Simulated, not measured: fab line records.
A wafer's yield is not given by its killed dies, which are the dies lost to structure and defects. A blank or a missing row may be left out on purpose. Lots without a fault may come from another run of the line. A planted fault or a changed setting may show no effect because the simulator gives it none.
Problem report in the 8D (eight disciplines) form, filled by code -- flow gf180mcu -- the parts of the form that need people (team, actions taken, sign-off) are left out

## 1. WHAT IS WRONG
Mean V2_W_RS at GF_V2_RS_MEAS_24: 0.3740 ohm/sq over 3 wafers in 2 lots; fault-free wafers: 0.3291 ohm/sq, standard deviation 0.0029. Measured from the usual mean, that is +15 standard deviations.
The step: measures by four-point-probe.
The first sign was on wafer L825.1 at day 22 22:59, on filmMetro-01. The record has a number at this step for 30 wafers belonging to 10 lots. By rule, "out" or "out of limits" means more than 4 standard deviations away from the usual mean. All remaining wafers that have a number are taken as sound.

## 2. WHAT IT IS, AND WHAT IT ISN'T
question,is,is not
which readings at this step,V2_W_RS,-
which lots,"L825, L828","L819, L821, L823, L836, L837, L839, L840, L841"
which wafers of those lots,"L825.1, L825.4, L828.2","L825.6, L828.4, L828.5"
read on which gauges,"filmMetro-01, filmMetro-04",filmMetro-02
when,from day 22 22:59,"up to then (10 sound wafers); but 17 sound wafers of L828, L836, L837, L839, L840, L841 came after"

## 3. WHAT RULES OUT EACH SUSPECT
Counting: a tool at a process step up to the reading stays a suspect if it ran every lot that is out. Sound lots after the first of them don't rule it out here, since some wafers of a struck lot are sound.
- the gauge at GF_V2_RS_MEAS_24 is ruled out. Those wafers that are out were read across 2 gauges (filmMetro-01, filmMetro-04).
- cvdW-01 at GF_V2_CVD_23 (deposits W, target thk 350 nm, time 104.94 s): kept. It ran every lot that is out, first L825 (day 22 22:53); its last sound lot up to then is L823 (day 22 01:58). On those wafers its own readings are out: chamberPressureTorr.
- Within cvdW-01 at GF_V2_CVD_23, the wafers that are out were processed in chamber 0 and their sound lot-mates in chamber 1.
Left after counting: cvdW-01 at GF_V2_CVD_23.

## 4. THE CAUSE (what the simulator had put in)
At GF_V2_CVD_23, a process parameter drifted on cvdW-01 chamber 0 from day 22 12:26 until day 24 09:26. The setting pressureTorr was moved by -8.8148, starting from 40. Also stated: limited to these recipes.
Counting left only this tool.

## 5. SEQUENCE OF EFFECTS, ordered by route
Rows list readings where the struck wafers' mean (over those with a number) sits beyond 3 standard deviations from the usual. Only readings whose record carries a usual standard deviation are examined. hours: median over the lots of the time between each lot's start at the first step of this table that gives one and its start at this step. sigmas: the change, counted in usual standard deviations.
hours,step,reading,usual,on struck wafers,change,sigmas
0,GF_V2_CVD_23,chamberPressureTorr,40.01 Torr,31.13,-8.88,-99 or more
0,GF_V2_RS_MEAS_24,V2_W_RS,0.3291 ohm/sq,0.3740,+0.0449,+15
0,GF_V2_THK_MEAS_25,V2_W_THK,352 nm,310,-42,-9.2
0,GF_V2_CMP_26,timeToEndpointS,84.9 s,72.3,-12.6,-4.7
Here are the process steps it includes:
- GF_V2_CVD_23: deposits W, target thk 350 nm, time 104.94 s.
- GF_V2_CMP_26: polishes, stops on SiO2, t overpolish 15 s, target thk 0 nm.

## 6. HOW IT WOULD HAVE BEEN CAUGHT EARLIER
Counted from the fault's start at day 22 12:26, it took 11 hours until the first out-of-limits reading at a measuring or inspecting step in this record, taken at day 22 22:59.
At GF_V2_CVD_23, the tool's own readings (chamberPressureTorr) were out on each struck wafer the step has a row for, so an alarm limit on them would have fired on the first such wafer.
Of the lots that are out (2), L828 began GF_V2_CVD_23 on cvdW-01 after day 22 22:59. Had the tool been put on hold then, it would have been spared.
